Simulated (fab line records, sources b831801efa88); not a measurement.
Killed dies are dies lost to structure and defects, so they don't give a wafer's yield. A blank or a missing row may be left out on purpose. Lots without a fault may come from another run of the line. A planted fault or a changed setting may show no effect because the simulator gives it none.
fab line records | flow sky130
record lots=6 wafers=18 last_day=50
route steps=708 shown LDD_HVN@274 LDD_HVP@278 LDD_LDN@289 PAD_OPEN@708
lots that met no fault: from a run of the same line without faults
start_h: hours from the record's first day to the start of the lot's first wafer shown | wait_h: hours since the lot's step before | " the same as in the row above | L1.1+2: a row that stands for several wafers | - no value, or no start given | * or withheld: withheld | < > ~ a bound
route shown NAME@n: a module of which the file shows steps, and the number in the route of the first | usual: mean/standard deviation of fault-free wafers | same: alike in all rows | chamber/n: place in a boat | sites: the reading at each site | _std_site: their standard deviation | _edge_site: outer sites' mean less inner sites' | radius_mm: how far each site lies from the wafer's centre | mask NAME#n: copy n | behind: the tool/chamber that last shaped the wafer | hold: why the lot was held/for how many hours/how that ended | device: the transistor (n, p or np) that didn't switch | end of line: the same wafers' tests at the end of the route | a step without rows: its recipe alone | killed: dies lost to structure and defects at the first sort, not the wafer's yield | map: a wafer's dies, x killed, . not, _ none there
set.NAME: the setting as run; set.NAME@STEP: as run at that earlier step | model.NAME: the simulator's own value behind a step, which no gauge read
lots at some steps of the route; a table a step, a row a wafer
services: from which hour (start_h, from the record's first day; less than 0 if before it) a tool's chamber was out of use, for how many hours, and why
## steps
# step SKY_LDD_HVN_OVL_MEAS_07
# usual LDD_HVN_OVL=-0.1/1.2
# columns lot.wafer tool chamber start_h wait_h LDD_HVN_OVL[nm]
L250.1 overlay-01 - 464.82 0.1 -0.4
L250.2 " - " " 0.7
L250.6 " - " " 1.0
L251.1 overlay-01 - 470.62 0.1 -0.8
L251.2 " - " " -0.6
L251.4 " - " " -0.3
L259.2 overlay-01 - 547.61 0.1 -0.4
L259.3 " - " " -1.8
L259.5 " - " " -0.3
L261.3 overlay-02 - 564.96 0.1 0.9
L261.4 " - " " 2.4
L261.5 " - " " 0.6
L270.1 overlay-02 - 639.26 0.1 -1.3
L270.4 " - " " -3.0
L270.6 " - " " -0.5
L272.3 overlay-02 - 653.66 0.1 -1.1
L272.4 " - " " -2.2
L272.6 " - " " -0.3
# step SKY_LDD_HVN_IMPLANT_08
# recipe species=P energy_kev=60 dose_cm2=3e+13 tilt_deg=40
# step SKY_LDD_HVN_STRIP_09
# recipe chemistry=O2/N2 power_w=1400 pressure_mtorr=1500 platen_temp_c=withheld o2_flow_sccm=3000 n2_flow_sccm=300 overash_fraction=0.5
# usual drypump_motor_current_A=5.8/0.36 o2_flow_sccm=3000/9 oes_product_au=0.410/0.0047 strip_time_to_endpoint_s=4.134/0.013
# columns lot.wafer tool chamber start_h wait_h drypump_motor_current_A o2_flow_sccm oes_product_au rf_hours_counter_h strip_time_to_endpoint_s
L250.1 plasma_asher-04 1 465.01 0.1 6.1 3011 0.409 78 4.145
L250.2 " 0 " " 5.7 3005 0.418 78 4.138
L250.6 " 0 " " 5.7 3011 0.413 - 4.120
L251.1 plasma_asher-01 0 470.81 0.1 5.4 3000 0.402 67 4.135
L251.2 " 1 " " 6.2 3001 0.419 67 4.128
L251.4 " 1 " " 6.2 2993 0.406 - 4.129
L259.2 plasma_asher-04 0 547.79 0.1 5.7 3004 0.411 87 4.128
L259.3 " 0 " " 5.7 3008 0.411 - 4.143
L259.5 " 1 " " 6.1 3004 0.409 - 4.134
L261.3 plasma_asher-01 1 565.17 0.1 6.2 3003 0.409 - 4.151
L261.4 " 0 " " 5.5 2996 0.406 - 4.152
L261.5 " 0 " " 5.5 2982 0.416 - 4.129
L270.1 plasma_asher-02 1 639.45 0.1 5.4 2997 0.414 20 4.138
L270.4 " 1 " " 5.4 2994 0.408 - 4.141
L270.6 " 0 " " 5.3 3000 0.409 - 4.154
L272.3 plasma_asher-01 1 653.87 0.1 6.2 2999 0.405 - 4.145
L272.4 " 0 " " 5.4 3000 0.415 - 4.144
L272.6 " 1 " " 6.2 3007 0.407 - 4.108
# step SKY_LDD_HVN_TW_MEAS_10
# usual LDD_HVN_TW=1431/15
# columns lot.wafer tool chamber start_h wait_h LDD_HVN_TW
L250.1 film_metro-03 - 465.11 0.1 1419
L250.2 " - " " 1419
L250.6 " - " " 1410
L251.1 film_metro-03 - 470.91 0.1 1424
L251.2 " - " " 1425
L251.4 " - " " 1415
L259.2 film_metro-01 - 547.90 0.1 1447
L259.3 " - " " 1443
L259.5 " - " " 1448
L261.3 film_metro-03 - 565.26 0.1 1409
L261.4 " - " " 1415
L261.5 " - " " 1409
L270.1 film_metro-04 - 639.55 0.1 1433
L270.4 " - " " 1438
L270.6 " - " " 1428
L272.3 film_metro-04 - 653.96 0.1 1429
L272.4 " - " " 1422
L272.6 " - " " 1429
# step SKY_LDD_HVP_DEHYDRATE_00
# recipe temp_c=200 time_s=60
# step SKY_LDD_HVP_HMDS_01
# recipe prime_time_s=60 prime_temp_c=120
# step SKY_LDD_HVP_COAT_02
# recipe resist=NOVOLAK spin_rpm=3000 resist_thk_nm=300
# step SKY_LDD_HVP_SOFTBAKE_03
# recipe temp_c=90 time_s=60 resist=NOVOLAK
# step SKY_LDD_HVP_EXPOSE_04
# recipe mask_id=HVPTM na=0.6 source_shape=conventional sigma_outer=0.6 polarization=unpolarized target_cd_nm=700 dose_mj=86
# step SKY_LDD_HVP_PEB_05
# recipe temp_c=withheld time_s=* resist=NOVOLAK
# step SKY_LDD_HVP_DEVELOP_06
# recipe resist=NOVOLAK developer=TMAH develop_time_s=60 dev_temp_c=23
# step SKY_LDD_HVP_OVL_MEAS_07
# usual LDD_HVP_OVL=1.2/1.4
# columns lot.wafer tool chamber start_h wait_h LDD_HVP_OVL[nm]
L250.1 overlay-02 - 495.28 0.1 0.3
L250.2 " - " " 0.5
L250.6 " - " " 0.9
L251.1 overlay-02 - 500.78 0.1 2.5
L251.2 " - " " 2.4
L251.4 " - " " 2.9
L259.2 overlay-01 - 576.44 0.1 -0.7
L259.3 " - " " -0.1
L259.5 " - " " 1.9
L261.3 overlay-02 - 594.33 0.1 2.2
L261.4 " - " " 2.9
L261.5 " - " " 1.5
L270.1 overlay-01 - 667.76 0.1 3.2
L270.4 " - " " 1.3
L270.6 " - " " 3.6
L272.3 overlay-01 - 681.98 0.1 -0.3
L272.4 " - " " 0.8
L272.6 " - " " 2.5
# step SKY_LDD_HVP_IMPLANT_08
# recipe species=B energy_kev=20 dose_cm2=1.7e+13 tilt_deg=17.9
# usual dose_ions_cm2=1.7e+13/1.9e+10 faraday_current_uA=95.8/2
# columns lot.wafer tool chamber start_h wait_h dose_ions_cm2 faraday_current_uA
L250.1 implanter-02 0 495.32 0.0 1.6979e+13 95.6
L250.2 " 0 " " 1.7e+13 93.7
L250.6 " 0 " " 1.6992e+13 91.9
L251.1 implanter-03 0 500.82 0.0 1.6999e+13 95.2
L251.2 " 0 " " 1.7032e+13 94.8
L251.4 " 0 " " 1.7024e+13 98.3
L259.2 implanter-02 0 576.49 0.0 5.9581e+13 345.5
L259.3 " 0 " " 5.9598e+13 345.3
L259.5 " 0 " " 5.9601e+13 336.6
L261.3 implanter-02 0 594.41 0.1 5.9568e+13 328.1
L261.4 " 0 " " 5.959e+13 336.1
L261.5 " 0 " " 5.9562e+13 338.7
L270.1 implanter-01 0 667.80 0.0 1.7012e+13 94.2
L270.4 " 0 " " 1.6997e+13 99.2
L270.6 " 0 " " 1.702e+13 92.2
L272.3 implanter-02 0 682.06 0.1 1.6997e+13 97.2
L272.4 " 0 " " 1.6975e+13 96.2
L272.6 " 0 " " 1.6979e+13 97.5
# step SKY_LDD_HVP_STRIP_09
# recipe chemistry=O2/N2 power_w=1400 pressure_mtorr=1500 platen_temp_c=withheld o2_flow_sccm=3000 n2_flow_sccm=300 overash_fraction=0.5
# usual drypump_motor_current_A=5.6/0.37 o2_flow_sccm=3000/9 oes_product_au=0.408/0.0047 strip_time_to_endpoint_s=4.133/0.015
# columns lot.wafer tool chamber start_h wait_h drypump_motor_current_A o2_flow_sccm oes_product_au rf_hours_counter_h strip_time_to_endpoint_s
L250.1 plasma_asher-02 0 495.47 0.1 5.3 2996 0.405 5 4.127
L250.2 " 1 " " 5.4 3001 0.405 5 4.133
L250.6 " 0 " " 5.3 3003 0.407 - 4.136
L251.1 plasma_asher-03 0 500.97 0.1 5.9 2981 0.413 35 4.124
L251.2 " 1 " " 5.3 3000 0.403 35 4.115
L251.4 " 0 " " 5.9 2999 0.405 - 4.135
L259.2 plasma_asher-01 0 576.62 0.1 5.4 2999 0.405 79 4.117
L259.3 " 0 " " 5.5 3001 0.412 - 4.113
L259.5 " 1 " " 6.2 3005 0.413 - 4.116
L261.3 plasma_asher-01 0 594.54 0.1 5.4 3002 0.407 - 4.103
L261.4 " 1 " " 6.2 3004 0.403 - 4.122
L261.5 " 1 " " 6.2 3004 0.405 - 4.111
L270.1 plasma_asher-02 0 667.95 0.1 5.3 2994 0.413 22 4.114
L270.4 " 1 " " 5.4 2983 0.409 - 4.118
L270.6 " 0 " " 5.3 3004 0.411 - 4.124
L272.3 plasma_asher-01 1 682.19 0.1 6.3 3007 0.393 - 4.104
L272.4 " 0 " " 5.4 3006 0.410 - 4.126
L272.6 " 1 " " 6.3 3015 0.409 - 4.140
# step SKY_LDD_HVP_TW_MEAS_10
# usual LDD_HVP_TW=457/3.4
# columns lot.wafer tool chamber start_h wait_h LDD_HVP_TW
L250.1 film_metro-01 - 495.57 0.1 461
L250.2 " - " " 463
L250.6 " - " " 460
L251.1 film_metro-02 - 501.07 0.1 457
L251.2 " - " " 457
L251.4 " - " " 456
L259.2 film_metro-02 - 576.73 0.1 673
L259.3 " - " " 673
L259.5 " - " " 672
L261.3 film_metro-02 - 594.63 0.1 674
L261.4 " - " " 672
L261.5 " - " " 673
L270.1 film_metro-02 - 668.05 0.1 454
L270.4 " - " " 454
L270.6 " - " " 454
L272.3 film_metro-04 - 682.28 0.1 455
L272.4 " - " " 454
L272.6 " - " " 453
# step SKY_LDD_LDN_DEHYDRATE_00
# recipe temp_c=200 time_s=60
# step SKY_PAD_OPEN_PROBE_99
# usual killed_at_M0_to_M3=43/6.3 killed_at_M4_up=3.1/1.9 killed_at_contacts=24/5.1 killed_at_front_end=14/4.3 killed_at_other=0.3/0.53 killed_dies=85/8.8 killed_open=46/7.1 killed_short=38/5.9
# same gross_dies=492 killed_at_back_side=0
# columns lot.wafer tool chamber start_h wait_h killed_at_M0_to_M3 killed_at_M4_up killed_at_contacts killed_at_front_end killed_at_other killed_dies killed_open killed_short model.etest.tip_p_5v.rs_ohm_sq model.etest.pfet_g5v0d10v5.r_on_ohm_um model.etest.pfet_g5v0d10v5.drive_ua_um model.etest.tip_p_5v.rs_ohm_sq_range model.etest.res_pdiff_hv.rs_ohm_sq model.etest.pfet_g5v0d10v5.off_log10_a_um model.etest.ring_5v.delay_ps model.etest.pfet_g5v0d10v5.vt_sat_v
L250.1 prober-01 - 1073.83 0.1 46 0 28 17 0 91 59 30 2899 4788 336.6 65.23 192.9 -12.78 44.69 -0.6415
L250.2 prober-01 - 1073.88 0.1 41 8 20 16 0 85 45 40 2888 4753 337.3 83.92 194.6 -12.42 44.71 -0.6246
L250.6 prober-01 - 1074.08 0.2 43 1 22 8 0 74 43 29 2894 4775 334.5 32.74 192.2 -12.62 45.1 -0.6472
L251.1 prober-02 - 1078.78 0.1 32 2 18 17 0 69 39 30 2816 4746 336.1 89.78 192.7 -12.38 45.27 -0.603
L251.2 prober-02 - 1078.83 0.1 52 2 20 9 0 83 49 34 2822 4804 332.5 38.81 192.9 -12.46 45.4 -0.6163
L251.4 prober-02 - 1078.93 0.2 36 1 19 11 0 67 34 33 2826 4782 337.6 103 192.1 -12.54 45.3 -0.6242
L259.2 prober-02 - 1127.59 0.1 35 5 28 13 0 81 40 40 1171 4118 397.7 23.6 179.9 -10.31 42.8 -0.4556
L259.3 prober-02 - 1127.64 0.2 46 5 27 9 0 87 55 32 1175 4078 407.6 25.78 181.2 -10.06 42.12 -0.4363
L259.5 prober-02 - 1127.74 0.2 44 4 35 24 0 107 67 40 1166 4149 400.3 26.47 179.7 -9.964 43.08 -0.4339
L261.3 prober-02 - 1143.43 0.2 43 2 12 22 1 80 41 39 1179 4143 388.6 35.97 182.7 -10.46 43.16 -0.4682
L261.4 prober-02 - 1143.48 0.2 38 7 18 14 0 77 46 31 1184 4133 394.6 34.99 180.5 -10.36 43.11 -0.47
L261.5 prober-02 - 1143.53 0.2 40 8 20 17 1 86 46 39 1189 4063 402.1 46.12 180.4 -10.41 41.61 -0.4574
L270.1 prober-01 - 1186.40 0.1 36 5 26 19 0 86 47 39 2900 4805 337.4 81.36 191.3 -12.7 45.02 -0.6555
L270.4 prober-01 - 1186.55 0.2 33 1 35 17 0 86 53 32 2885 4767 337.2 50.73 191.6 -12.6 44.79 -0.6485
L270.6 prober-01 - 1186.65 0.2 33 2 20 16 0 71 38 33 2879 4830 334.9 51.74 189.1 -12.75 44.93 -0.6584
L272.3 prober-02 - 1193.03 0.2 45 3 21 17 0 86 54 32 2867 4758 342.9 84.48 191.4 -12.62 44.53 -0.6298
L272.4 prober-02 - 1193.08 0.2 53 4 14 16 1 88 44 42 2877 4732 342.4 72.01 189.9 -12.39 44.9 -0.625
L272.6 prober-02 - 1193.18 0.2 40 4 23 19 3 89 50 39 2854 4699 344.3 104.3 190 -12.62 44.83 -0.6306
# killed by level:class
L250.1 CONTACT:geometric_particle:open=12 VIA1:geometric_particle:open=11 LI_CONTACT:geometric_particle:open=9 VIA3:geometric_particle:open=9 FIELD_ISO:geometric_particle:open=6 LOCAL_INTERCONNECT:geometric_particle:short=6 METAL1:geometric_particle:short=6 VIA1:geometric_particle:short=6
L250.2 VIA1:geometric_particle:open=13 CONTACT:geometric_particle:open=9 FIELD_ISO:geometric_particle:short=6 CONTACT:geometric_particle:short=5 VIA2:geometric_particle:open=4 METAL1:geometric_particle:short=4 METAL2:geometric_particle:short=4 VIA3:geometric_particle:open=4
L250.6 VIA1:geometric_particle:open=17 CONTACT:geometric_particle:open=10 LI_CONTACT:geometric_particle:open=6 VIA1:geometric_particle:short=5 METAL2:geometric_particle:short=5 METAL1:geometric_particle:short=4 FIELD_ISO:geometric_particle:open=3 VIA3:geometric_particle:short=3
L251.1 FIELD_ISO:geometric_particle:open=10 VIA1:geometric_particle:open=8 VIA3:geometric_particle:open=8 CONTACT:geometric_particle:short=6 METAL1:geometric_particle:short=5 LI_CONTACT:geometric_particle:open=5 FIELD_ISO:geometric_particle:short=4 METAL2:geometric_particle:short=4
L251.2 VIA1:geometric_particle:open=15 LI_CONTACT:geometric_particle:open=11 VIA3:geometric_particle:open=7 VIA1:geometric_particle:short=7 METAL3:geometric_particle:short=5 FIELD_ISO:geometric_particle:open=4 CONTACT:geometric_particle:short=4 CONTACT:geometric_particle:open=4
L251.4 CONTACT:geometric_particle:short=9 METAL2:geometric_particle:short=7 VIA1:geometric_particle:open=6 FIELD_ISO:geometric_particle:open=5 CONTACT:geometric_particle:open=5 FIELD_ISO:geometric_particle:short=4 METAL1:geometric_particle:open=4 VIA1:geometric_particle:short=4
L259.2 VIA1:geometric_particle:open=10 CONTACT:geometric_particle:open=7 CONTACT:geometric_particle:short=7 LOCAL_INTERCONNECT:geometric_particle:short=6 LI_CONTACT:geometric_particle:open=5 VIA3:geometric_particle:open=5 FIELD_ISO:geometric_particle:short=4 POLY_GATE:geometric_particle:short=3
L259.3 VIA1:geometric_particle:open=17 LI_CONTACT:geometric_particle:open=10 VIA3:geometric_particle:open=8 CONTACT:geometric_particle:open=8 CONTACT:geometric_particle:short=5 METAL1:geometric_particle:short=5 METAL4:geometric_particle:short=4 FIELD_ISO:geometric_particle:open=3
L259.5 CONTACT:geometric_particle:open=13 VIA1:geometric_particle:open=12 LI_CONTACT:geometric_particle:open=10 FIELD_ISO:geometric_particle:open=8 CONTACT:geometric_particle:short=6 VIA2:geometric_particle:open=6 VIA3:geometric_particle:open=5 FIELD_ISO:geometric_particle:short=4
L261.3 VIA2:geometric_particle:open=8 CONTACT:geometric_particle:open=7 METAL1:geometric_particle:short=7 METAL2:geometric_particle:short=7 FIELD_ISO:geometric_particle:open=6 POLY_GATE:geometric_particle:short=6 VIA1:geometric_particle:open=6 FIELD_ISO:geometric_particle:short=4
L261.4 VIA2:geometric_particle:open=11 VIA1:geometric_particle:open=10 CONTACT:geometric_particle:open=8 METAL4:geometric_particle:short=5 VIA3:geometric_particle:open=5 METAL1:geometric_particle:short=4 METAL2:geometric_particle:short=4 POLY_GATE:geometric_particle:short=3
L261.5 VIA1:geometric_particle:open=13 METAL1:geometric_particle:short=7 VIA2:geometric_particle:open=7 METAL4:geometric_particle:short=7 LI_CONTACT:geometric_particle:open=6 CONTACT:geometric_particle:open=5 VIA1:geometric_particle:short=5 FIELD_ISO:geometric_particle:short=4
L270.1 CONTACT:geometric_particle:open=10 VIA1:geometric_particle:open=9 FIELD_ISO:geometric_particle:short=6 FIELD_ISO:geometric_particle:open=6 CONTACT:geometric_particle:short=6 VIA3:geometric_particle:open=6 METAL1:geometric_particle:short=5 METAL2:geometric_particle:short=5
L270.4 CONTACT:geometric_particle:open=12 CONTACT:geometric_particle:short=8 VIA1:geometric_particle:open=8 POLY_GATE:geometric_particle:open=7 FIELD_ISO:geometric_particle:open=6 LI_CONTACT:geometric_particle:short=5 VIA3:geometric_particle:open=5 LI_CONTACT:geometric_particle:open=4
L270.6 CONTACT:geometric_particle:open=6 VIA1:geometric_particle:open=6 VIA3:geometric_particle:open=5 FIELD_ISO:geometric_particle:open=4 POLY_GATE:geometric_particle:open=4 POLY_GATE:geometric_particle:short=4 LI_CONTACT:geometric_particle:open=4 LI_CONTACT:geometric_particle:short=4
L272.3 VIA1:geometric_particle:open=15 CONTACT:geometric_particle:open=7 VIA2:geometric_particle:open=7 LI_CONTACT:geometric_particle:open=6 VIA1:geometric_particle:short=6 VIA3:geometric_particle:open=6 POLY_GATE:geometric_particle:open=5 CONTACT:geometric_particle:short=4
L272.4 VIA1:geometric_particle:open=10 METAL1:geometric_particle:short=10 VIA2:geometric_particle:open=9 POLY_GATE:geometric_particle:open=6 CONTACT:geometric_particle:short=4 VIA3:geometric_particle:open=4 LI_CONTACT:geometric_particle:open=4 CONTACT:geometric_particle:open=4
L272.6 VIA1:geometric_particle:open=17 FIELD_ISO:geometric_particle:short=8 CONTACT:geometric_particle:open=8 METAL2:geometric_particle:short=5 POLY_GATE:geometric_particle:open=4 LI_CONTACT:geometric_particle:open=4 LOCAL_INTERCONNECT:geometric_particle:short=4 CONTACT:geometric_particle:short=4
## services
# columns tool chamber start_h hours kind
implanter-02 - 451.65 3.3 pm
plasma_asher-02 - 473.37 13.3 repair
implanter-01 - 496.88 1.6 repair
plasma_asher-03 - 507.42 0.3 repair
plasma_asher-03 - 513.41 12.9 pm
implanter-01 - 551.96 1.8 repair
plasma_asher-03 - 557.55 2.8 pm
implanter-02 - 567.75 4.8 repair
plasma_asher-03 - 572.22 1.7 repair
implanter-01 - 597.82 4.4 pm
plasma_asher-02 - 636.59 2.8 pm
implanter-01 - 644.65 4.8 pm
implanter-03 - 656.57 6.7 pm
plasma_asher-01 - 658.28 14.6 pm
plasma_asher-02 - 660.41 3.5 repair
plasma_asher-02 - 680.58 15.6 pm
## key
first_sign step=SKY_LDD_HVP_IMPLANT_08 reading=dose_ions_cm2 direction=up sigmas=99+ usual=* struck=*
effect step=SKY_LDD_HVP_IMPLANT_08 reading=faraday_current_uA direction=up sigmas=99+ usual=95.8 struck=338.4
effect step=SKY_LDD_HVP_TW_MEAS_10 reading=LDD_HVP_TW direction=up sigmas=65 usual=457 struck=673
model_effect step=SKY_PAD_OPEN_PROBE_99 value=etest.tip_p_5v.rs_ohm_sq without=2861 struck=1177
met_at SKY_LDD_HVP_IMPLANT_08
struck_wafers L259.2,L259.3,L259.5,L261.3,L261.4,L261.5
tester_left_out L259,L261
onset_between 495.32 576.49
fault kind=process_parameter_drift tool=implanter-02 chamber=- onset_h=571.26 steps=SKY_LDD_HVP_IMPLANT_08 channel=dose_cm2 offset=* shape=step end_h=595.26 acts_in=* stated=*
# tester_left_out: of these lots the tester's yield and bins aren't shown, on N5 and GAA mostly nor the transistor test; their killed dies are dies lost to structure and defects alone, not to doping, threshold or leakage, so they don't give the yield
